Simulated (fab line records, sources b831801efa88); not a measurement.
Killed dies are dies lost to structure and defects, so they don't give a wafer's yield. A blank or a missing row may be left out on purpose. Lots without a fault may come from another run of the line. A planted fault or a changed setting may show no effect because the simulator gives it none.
fab line records | flow sky130
record lots=13 wafers=39 last_day=51
route steps=708 shown VIA4@639 PAD_OPEN@708
lots that met no fault: from a run of the same line without faults
start_h: hours from the record's first day to the start of the lot's first wafer shown | wait_h: hours since the lot's step before | " the same as in the row above | L1.1+2: a row that stands for several wafers | - no value, or no start given | * or withheld: withheld | < > ~ a bound
route shown NAME@n: a module of which the file shows steps, and the number in the route of the first | usual: mean/standard deviation of fault-free wafers | same: alike in all rows | chamber/n: place in a boat | sites: the reading at each site | _std_site: their standard deviation | _edge_site: outer sites' mean less inner sites' | radius_mm: how far each site lies from the wafer's centre | mask NAME#n: copy n | behind: the tool/chamber that last shaped the wafer | hold: why the lot was held/for how many hours/how that ended | device: the transistor (n, p or np) that didn't switch | end of line: the same wafers' tests at the end of the route | a step without rows: its recipe alone | killed: dies lost to structure and defects at the first sort, not the wafer's yield | map: a wafer's dies, x killed, . not, _ none there
set.NAME: the setting as run; set.NAME@STEP: as run at that earlier step | model.NAME: the simulator's own value behind a step, which no gauge read
steps of the route over a sample of lots; a table a step, a row a wafer
services: from which hour (start_h, from the record's first day; less than 0 if before it) a tool's chamber was out of use, for how many hours, and why
## steps
# step SKY_VIA4_HDPCVD_00
# recipe material=SiO2 target_thk_nm=1750 sigma_open_frac=0.3 time_s=291.7 temp_c=400 sih4_flow_sccm=60 pressure_mtorr=6
# columns lot.wafer tool chamber start_h wait_h
L555.2+5+6 hdpcvd-02 0,0,2 1008.88 0.0
L557.1+5+6 hdpcvd-02 2,1,0 1019.78 0.0
L558.3+5+6 hdpcvd-01 2,1,2 1024.42 0.1
L559.1+4+5 hdpcvd-01 1,1,2 1033.14 0.0
L561.1+3+4 hdpcvd-02 2,1,2 1038.87 0.1
L562.1+2+3 hdpcvd-01 0,2,1 1051.30 0.0
L563.1+2+3 hdpcvd-02 0,2,1 1051.42 0.0
L565.3+4+5 hdpcvd-01 0,0,1 1072.46 0.0
L568.2+3+5 hdpcvd-02 2,0,1 1093.04 0.0
L569.1+4+5 hdpcvd-01 2,1,2 1096.83 0.0
L570.1+2+4 hdpcvd-01 1,2,1 1103.20 0.0
L576.2+3+6 hdpcvd-01 1,0,0 1134.94 0.0
L578.1+3+5 hdpcvd-02 1,2,2 1146.14 0.0
# step SKY_VIA4_THK_MEAS_01
# recipe reads=SiO2_of_VIA4_HDPCVD_00
# usual VIA4_HDPCVD_THK=1744/16
# columns lot.wafer tool chamber start_h wait_h VIA4_HDPCVD_THK[nm]
L555.2 film_metro-02 - 1009.07 0.1 1743
L555.5 " - " " 1747
L555.6 " - " " 1743
L557.1 film_metro-04 - 1019.96 0.1 1765
L557.5 " - " " 1722
L557.6 " - " " 1722
L558.3 film_metro-04 - 1024.62 0.1 1745
L558.5 " - " " 1748
L558.6 " - " " 1743
L559.1 film_metro-02 - 1033.32 0.1 1732
L559.4 " - " " 1766
L559.5 " - " " 1751
L561.1 film_metro-02 - 1039.05 0.1 1755
L561.3 " - " " 1735
L561.4 " - " " 1760
L562.1 film_metro-04 - 1051.47 0.1 1737
L562.2 " - " " 1744
L562.3 " - " " 1735
L563.1 film_metro-03 - 1051.60 0.1 1723
L563.2 " - " " 1732
L563.3 " - " " 1723
L565.3 film_metro-04 - 1072.66 0.1 1741
L565.4 " - " " 1758
L565.5 " - " " 1747
L568.2 film_metro-02 - 1093.23 0.1 1745
L568.3 " - " " 1762
L568.5 " - " " 1736
L569.1 film_metro-04 - 1097.01 0.1 1747
L569.4 " - " " 1733
L569.5 " - " " 1744
L570.1 film_metro-04 - 1103.38 0.1 1743
L570.2 " - " " 1746
L570.4 " - " " 1750
L576.2 film_metro-04 - 1135.13 0.1 1132
L576.3 " - " " 1779
L576.6 " - " " 1158
L578.1 film_metro-03 - 1146.32 0.1 1736
L578.3 " - " " 1751
L578.5 " - " " 1752
# step SKY_PAD_OPEN_PROBE_99
# usual defect_limited_yield=82.3/1.8 killed_at_M0_to_M3=43/6.9 killed_at_M4_up=3.2/1.6 killed_at_contacts=25/5.1 killed_at_front_end=16/4.5 killed_at_other=0.3/0.68 killed_dies=87/8.9 killed_on_rim=16/3.6 killed_open=48/6.9 killed_short=39/6.3
# same gross_dies=492 killed_at_back_side=0
# columns lot.wafer tool chamber start_h wait_h defect_limited_yield[%] killed_at_M0_to_M3 killed_at_M4_up killed_at_contacts killed_at_front_end killed_at_other killed_dies killed_on_rim killed_open killed_short
L555.2 prober-01 - 1105.53 0.1 82.3 53 2 20 12 0 87 19 57 30
L555.5 prober-01 - 1105.68 0.2 86.0 36 3 17 13 0 69 11 36 33
L555.6 prober-01 - 1105.73 0.2 84.3 40 4 18 15 0 77 13 41 36
L557.1 prober-01 - 1114.75 0.1 80.9 45 4 24 21 0 94 15 52 42
L557.5 prober-01 - 1114.95 0.2 82.7 33 7 24 21 0 85 20 42 42
L557.6 prober-01 - 1115.00 0.2 83.5 42 3 21 15 0 81 15 53 28
L558.3 prober-02 - 1119.64 0.2 83.9 33 2 30 14 0 79 20 37 42
L558.5 prober-02 - 1119.74 0.2 85.4 38 2 17 15 0 72 14 47 25
L558.6 prober-02 - 1119.79 0.2 80.7 54 3 22 15 1 95 15 45 50
L559.1 prober-01 - 1128.53 0.1 78.7 55 1 31 18 0 105 19 59 46
L559.4 prober-01 - 1128.68 0.2 83.9 42 3 22 11 1 79 14 44 35
L559.5 prober-01 - 1128.73 0.2 82.3 50 2 23 12 0 87 14 53 34
L561.1 prober-02 - 1131.57 0.1 82.1 40 2 32 14 0 88 13 42 45
L561.3 prober-02 - 1131.67 0.2 86.0 26 3 28 11 1 69 11 35 33
L561.4 prober-02 - 1131.72 0.2 77.6 63 4 27 16 0 110 18 68 41
L562.1 prober-01 - 1141.63 0.1 83.9 44 5 20 10 0 79 13 39 40
L562.2 prober-01 - 1141.68 0.1 85.4 34 3 25 10 0 72 13 40 32
L562.3 prober-01 - 1141.73 0.2 81.9 43 5 30 11 0 89 13 48 41
L563.1 prober-02 - 1141.95 0.1 82.7 42 4 24 14 1 85 14 47 38
L563.2 prober-02 - 1142.00 0.1 81.9 45 6 21 16 1 89 12 34 55
L563.3 prober-02 - 1142.05 0.2 81.5 53 3 19 15 1 91 20 48 42
L565.3 prober-02 - 1159.24 0.2 81.7 40 4 28 18 0 90 18 54 36
L565.4 prober-02 - 1159.29 0.2 85.6 35 2 21 12 1 71 15 40 30
L565.5 prober-02 - 1159.34 0.2 82.3 43 4 26 14 0 87 14 44 43
L568.2 prober-01 - 1177.89 0.1 80.5 46 4 23 22 1 96 21 49 47
L568.3 prober-01 - 1177.94 0.2 83.5 39 3 26 13 0 81 16 42 39
L568.5 prober-01 - 1178.04 0.2 79.9 53 6 23 16 1 99 20 56 42
L569.1 prober-02 - 1179.69 0.1 80.3 41 3 33 20 0 97 18 59 38
L569.4 prober-02 - 1179.84 0.2 82.5 37 4 31 14 0 86 15 47 39
L569.5 prober-02 - 1179.89 0.2 81.9 48 3 21 17 0 89 17 42 47
L570.1 prober-01 - 1184.73 0.1 79.5 50 6 29 16 0 101 17 61 40
L570.2 prober-01 - 1184.78 0.1 77.8 51 2 35 21 0 109 17 55 54
L570.4 prober-01 - 1184.88 0.2 81.5 43 3 32 12 1 91 17 48 43
L576.2 prober-01 - 1212.70 0.1 82.5 46 1 23 14 2 86 14 43 43
L576.3 prober-01 - 1212.75 0.2 82.7 50 2 15 16 2 85 16 49 35
L576.6 prober-01 - 1212.90 0.2 82.9 36 3 28 15 2 84 16 47 37
L578.1 prober-01 - 1220.72 0.1 85.2 43 2 20 8 0 73 15 43 29
L578.3 prober-01 - 1220.82 0.2 82.1 51 3 22 12 0 88 18 46 42
L578.5 prober-01 - 1220.92 0.2 81.3 48 2 22 20 0 92 23 58 33
# killed by level:class
L555.2 CONTACT:geometric_particle:open=11 VIA1:geometric_particle:open=10 VIA3:geometric_particle:open=9 VIA2:geometric_particle:open=9 POLY_GATE:geometric_particle:open=6 METAL2:geometric_particle:short=6 LI_CONTACT:geometric_particle:open=6 VIA1:geometric_particle:short=5
L555.5 VIA1:geometric_particle:open=7 METAL2:geometric_particle:short=7 LI_CONTACT:geometric_particle:open=6 CONTACT:geometric_particle:open=6 VIA3:geometric_particle:open=5 FIELD_ISO:geometric_particle:short=4 METAL1:geometric_particle:short=4 CONTACT:geometric_particle:short=4
L555.6 VIA1:geometric_particle:open=9 VIA3:geometric_particle:open=9 CONTACT:geometric_particle:open=7 METAL2:geometric_particle:short=7 FIELD_ISO:geometric_particle:short=6 LI_CONTACT:geometric_particle:open=6 METAL1:geometric_particle:short=6 POLY_GATE:geometric_particle:short=4
L557.1 VIA1:geometric_particle:open=12 CONTACT:geometric_particle:open=10 LI_CONTACT:geometric_particle:open=8 FIELD_ISO:geometric_particle:short=7 METAL1:geometric_particle:short=7 VIA2:geometric_particle:open=6 CONTACT:geometric_particle:short=5 METAL2:geometric_particle:short=5
L557.5 CONTACT:geometric_particle:open=12 VIA2:geometric_particle:open=7 VIA1:geometric_particle:short=7 FIELD_ISO:geometric_particle:open=6 POLY_GATE:geometric_particle:short=6 METAL1:geometric_particle:short=5 CONTACT:geometric_particle:short=4 METAL4:geometric_particle:short=4
L557.6 VIA1:geometric_particle:open=18 CONTACT:geometric_particle:open=9 VIA3:geometric_particle:open=6 FIELD_ISO:geometric_particle:short=5 CONTACT:geometric_particle:short=5 VIA3:geometric_particle:short=5 VIA2:geometric_particle:open=5 POLY_GATE:geometric_particle:open=4
L558.3 CONTACT:geometric_particle:open=11 METAL1:geometric_particle:short=8 LOCAL_INTERCONNECT:geometric_particle:short=7 CONTACT:geometric_particle:short=6 LI_CONTACT:geometric_particle:open=6 VIA2:geometric_particle:open=5 VIA3:geometric_particle:open=5 POLY_GATE:geometric_particle:open=4
L558.5 VIA1:geometric_particle:open=11 VIA3:geometric_particle:open=8 CONTACT:geometric_particle:open=6 VIA2:geometric_particle:open=6 LI_CONTACT:geometric_particle:open=5 POLY_GATE:geometric_particle:open=4 FIELD_ISO:geometric_particle:short=3 FIELD_ISO:geometric_particle:open=3
L558.6 VIA1:geometric_particle:open=11 VIA2:geometric_particle:open=10 VIA1:geometric_particle:short=9 CONTACT:geometric_particle:open=7 FIELD_ISO:geometric_particle:short=6 METAL2:geometric_particle:short=6 CONTACT:geometric_particle:short=4 LOCAL_INTERCONNECT:geometric_particle:short=4
L559.1 METAL2:geometric_particle:short=11 VIA1:geometric_particle:open=11 CONTACT:geometric_particle:open=10 LI_CONTACT:geometric_particle:open=10 VIA3:geometric_particle:open=9 POLY_GATE:geometric_particle:open=6 VIA2:geometric_particle:open=6 LI_CONTACT:geometric_particle:short=5
L559.4 VIA1:geometric_particle:open=9 VIA2:geometric_particle:open=8 CONTACT:geometric_particle:short=7 CONTACT:geometric_particle:open=6 METAL1:geometric_particle:short=6 LI_CONTACT:geometric_particle:open=5 METAL2:geometric_particle:short=5 FIELD_ISO:geometric_particle:open=3
L559.5 VIA2:geometric_particle:open=11 LI_CONTACT:geometric_particle:open=8 CONTACT:geometric_particle:open=8 VIA1:geometric_particle:open=8 METAL2:geometric_particle:short=8 VIA3:geometric_particle:open=7 FIELD_ISO:geometric_particle:open=5 CONTACT:geometric_particle:short=5
L561.1 LI_CONTACT:geometric_particle:open=9 CONTACT:geometric_particle:open=9 METAL1:geometric_particle:short=6 VIA1:geometric_particle:short=6 VIA1:geometric_particle:open=6 CONTACT:geometric_particle:short=5 VIA3:geometric_particle:open=5 POLY_GATE:geometric_particle:short=4
L561.3 VIA1:geometric_particle:open=9 LI_CONTACT:geometric_particle:open=8 LOCAL_INTERCONNECT:geometric_particle:short=7 POLY_GATE:geometric_particle:short=6 CONTACT:geometric_particle:open=6 CONTACT:geometric_particle:short=6 VIA3:geometric_particle:open=5 FIELD_ISO:geometric_particle:open=3
L561.4 VIA3:geometric_particle:open=13 VIA1:geometric_particle:open=12 CONTACT:geometric_particle:open=11 METAL1:geometric_particle:short=8 LI_CONTACT:geometric_particle:open=7 VIA2:geometric_particle:open=6 METAL2:geometric_particle:short=5 POLY_GATE:geometric_particle:open=4
L562.1 VIA1:geometric_particle:open=11 METAL1:geometric_particle:short=6 CONTACT:geometric_particle:short=5 CONTACT:geometric_particle:open=5 VIA1:geometric_particle:short=5 METAL2:geometric_particle:short=5 VIA2:geometric_particle:open=5 POLY_GATE:geometric_particle:short=4
L562.2 CONTACT:geometric_particle:open=10 VIA1:geometric_particle:open=8 VIA3:geometric_particle:open=8 LI_CONTACT:geometric_particle:open=5 LOCAL_INTERCONNECT:geometric_particle:short=5 METAL1:geometric_particle:short=5 FIELD_ISO:geometric_particle:short=4 POLY_GATE:geometric_particle:open=4
L562.3 VIA1:geometric_particle:open=12 CONTACT:geometric_particle:open=11 LI_CONTACT:geometric_particle:open=6 METAL1:geometric_particle:short=6 CONTACT:geometric_particle:short=5 VIA2:geometric_particle:short=5 VIA3:geometric_particle:open=5 LOCAL_INTERCONNECT:geometric_particle:short=4
L563.1 VIA1:geometric_particle:open=10 VIA1:geometric_particle:short=9 CONTACT:geometric_particle:open=8 LI_CONTACT:geometric_particle:open=6 VIA2:geometric_particle:open=6 CONTACT:geometric_particle:short=5 POLY_GATE:geometric_particle:open=4 METAL1:geometric_particle:short=4
L563.2 VIA1:geometric_particle:open=9 VIA1:geometric_particle:short=7 METAL2:geometric_particle:short=7 FIELD_ISO:geometric_particle:short=6 VIA3:geometric_particle:open=6 METAL1:geometric_particle:short=6 LI_CONTACT:geometric_particle:open=5 METAL4:geometric_particle:short=4
L563.3 VIA1:geometric_particle:open=15 VIA1:geometric_particle:short=9 CONTACT:geometric_particle:open=8 METAL1:geometric_particle:short=7 VIA3:geometric_particle:open=7 FIELD_ISO:geometric_particle:short=6 FIELD_ISO:geometric_particle:open=6 LI_CONTACT:geometric_particle:open=5
L565.3 VIA1:geometric_particle:open=18 LI_CONTACT:geometric_particle:open=10 FIELD_ISO:geometric_particle:short=8 CONTACT:geometric_particle:open=7 VIA3:geometric_particle:open=7 CONTACT:geometric_particle:short=6 METAL2:geometric_particle:short=4 FIELD_ISO:geometric_particle:open=3
L565.4 VIA1:geometric_particle:open=12 CONTACT:geometric_particle:open=8 VIA3:geometric_particle:open=7 METAL1:geometric_particle:short=6 VIA1:geometric_particle:short=5 LI_CONTACT:geometric_particle:open=4 LI_CONTACT:geometric_particle:short=3 LOCAL_INTERCONNECT:geometric_particle:short=3
L565.5 CONTACT:geometric_particle:open=11 VIA1:geometric_particle:open=10 VIA1:geometric_particle:short=8 METAL2:geometric_particle:short=8 LI_CONTACT:geometric_particle:open=7 POLY_GATE:geometric_particle:short=4 CONTACT:geometric_particle:short=4 POLY_GATE:geometric_particle:open=3
L568.2 VIA1:geometric_particle:open=14 VIA3:geometric_particle:open=8 FIELD_ISO:geometric_particle:short=7 CONTACT:geometric_particle:short=7 LI_CONTACT:geometric_particle:open=7 VIA3:geometric_particle:short=6 VIA1:geometric_particle:short=6 CONTACT:geometric_particle:open=5
L568.3 CONTACT:geometric_particle:open=12 METAL1:geometric_particle:short=8 VIA1:geometric_particle:open=8 FIELD_ISO:geometric_particle:open=6 LI_CONTACT:geometric_particle:open=6 VIA1:geometric_particle:short=6 VIA3:geometric_particle:open=4 VIA3:geometric_particle:short=4
L568.5 VIA2:geometric_particle:open=10 CONTACT:geometric_particle:open=10 FIELD_ISO:geometric_particle:open=9 VIA1:geometric_particle:short=9 VIA1:geometric_particle:open=8 METAL1:geometric_particle:short=7 VIA3:geometric_particle:open=6 CONTACT:geometric_particle:short=4
L569.1 CONTACT:geometric_particle:open=15 VIA3:geometric_particle:open=8 VIA1:geometric_particle:open=8 LI_CONTACT:geometric_particle:open=7 VIA2:geometric_particle:open=6 FIELD_ISO:geometric_particle:open=5 POLY_GATE:geometric_particle:open=4 METAL1:geometric_particle:short=4
L569.4 CONTACT:geometric_particle:open=13 LI_CONTACT:geometric_particle:open=7 CONTACT:geometric_particle:short=6 VIA3:geometric_particle:open=6 VIA1:geometric_particle:open=6 METAL2:geometric_particle:short=5 POLY_GATE:geometric_particle:short=4 FIELD_ISO:geometric_particle:open=3
L569.5 VIA3:geometric_particle:open=8 VIA1:geometric_particle:short=7 VIA1:geometric_particle:open=7 LI_CONTACT:geometric_particle:open=6 CONTACT:geometric_particle:short=6 POLY_GATE:geometric_particle:short=5 METAL1:geometric_particle:short=5 METAL2:geometric_particle:short=4
L570.1 CONTACT:geometric_particle:open=13 VIA1:geometric_particle:open=10 VIA2:geometric_particle:open=9 VIA3:geometric_particle:open=7 CONTACT:geometric_particle:short=6 VIA2:geometric_particle:short=6 LI_CONTACT:geometric_particle:open=5 POLY_GATE:geometric_particle:open=4
L570.2 VIA1:geometric_particle:open=13 CONTACT:geometric_particle:short=11 CONTACT:geometric_particle:open=10 LI_CONTACT:geometric_particle:open=7 METAL1:geometric_particle:short=6 VIA2:geometric_particle:open=6 VIA2:geometric_particle:short=4 POLY_CUT:geometric_particle:short=4
L570.4 VIA1:geometric_particle:open=13 CONTACT:geometric_particle:open=12 LI_CONTACT:geometric_particle:open=7 LOCAL_INTERCONNECT:geometric_particle:short=7 VIA1:geometric_particle:short=7 VIA2:geometric_particle:open=6 CONTACT:geometric_particle:short=5 VIA3:geometric_particle:open=5
L576.2 VIA1:geometric_particle:open=8 CONTACT:geometric_particle:open=8 LI_CONTACT:geometric_particle:open=7 FIELD_ISO:geometric_particle:open=6 CONTACT:geometric_particle:short=6 VIA2:geometric_particle:open=6 VIA1:geometric_particle:short=5 METAL1:geometric_particle:short=5
L576.3 VIA1:geometric_particle:open=13 METAL2:geometric_particle:short=10 VIA3:geometric_particle:open=9 VIA2:geometric_particle:open=6 FIELD_ISO:geometric_particle:short=4 LI_CONTACT:geometric_particle:open=4 CONTACT:geometric_particle:open=4 VIA1:geometric_particle:short=4
L576.6 CONTACT:geometric_particle:open=9 VIA1:geometric_particle:open=9 VIA3:geometric_particle:open=7 FIELD_ISO:geometric_particle:open=6 CONTACT:geometric_particle:short=6 VIA1:geometric_particle:short=6 VIA2:geometric_particle:open=4 LI_CONTACT:geometric_particle:short=4
L578.1 VIA1:geometric_particle:open=10 VIA2:geometric_particle:open=7 METAL2:geometric_particle:short=6 CONTACT:geometric_particle:short=6 CONTACT:geometric_particle:open=6 VIA3:geometric_particle:open=5 VIA1:geometric_particle:short=4 METAL2:geometric_particle:open=4
L578.3 VIA1:geometric_particle:open=11 CONTACT:geometric_particle:open=9 VIA2:geometric_particle:open=9 METAL1:geometric_particle:short=7 VIA1:geometric_particle:short=7 CONTACT:geometric_particle:short=5 METAL2:geometric_particle:short=5 VIA3:geometric_particle:open=5
L578.5 VIA1:geometric_particle:open=15 LI_CONTACT:geometric_particle:open=9 VIA3:geometric_particle:open=8 FIELD_ISO:geometric_particle:open=6 METAL1:geometric_particle:short=6 POLY_GATE:geometric_particle:open=5 CONTACT:geometric_particle:open=5 VIA3:geometric_particle:short=5
## services
# columns tool chamber start_h hours kind
hdpcvd-01 0 1014.89 9.9 repair
hdpcvd-01 - 1034.14 5.5 pm
hdpcvd-02 - 1060.74 1.7 repair
hdpcvd-01 1 1082.72 8.8 repair
hdpcvd-01 - 1110.71 3.3 repair
## key
first_sign step=SKY_VIA4_THK_MEAS_01 reading=VIA4_HDPCVD_THK direction=down sigmas=37 usual=1744 struck=1145
effect none on later readings
met_at SKY_VIA4_HDPCVD_00
struck_lots L576
struck_wafers L576.2,L576.6
onset_between 1103.20 1134.94
fault kind=process_parameter_drift tool=hdpcvd-01 chamber=- onset_h=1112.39 steps=SKY_VIA4_HDPCVD_00 channel=target_thk_nm offset=-622.24 shape=step end_h=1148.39 scope=struck_wafers_only acts_in=these_recipes_only stated=1750
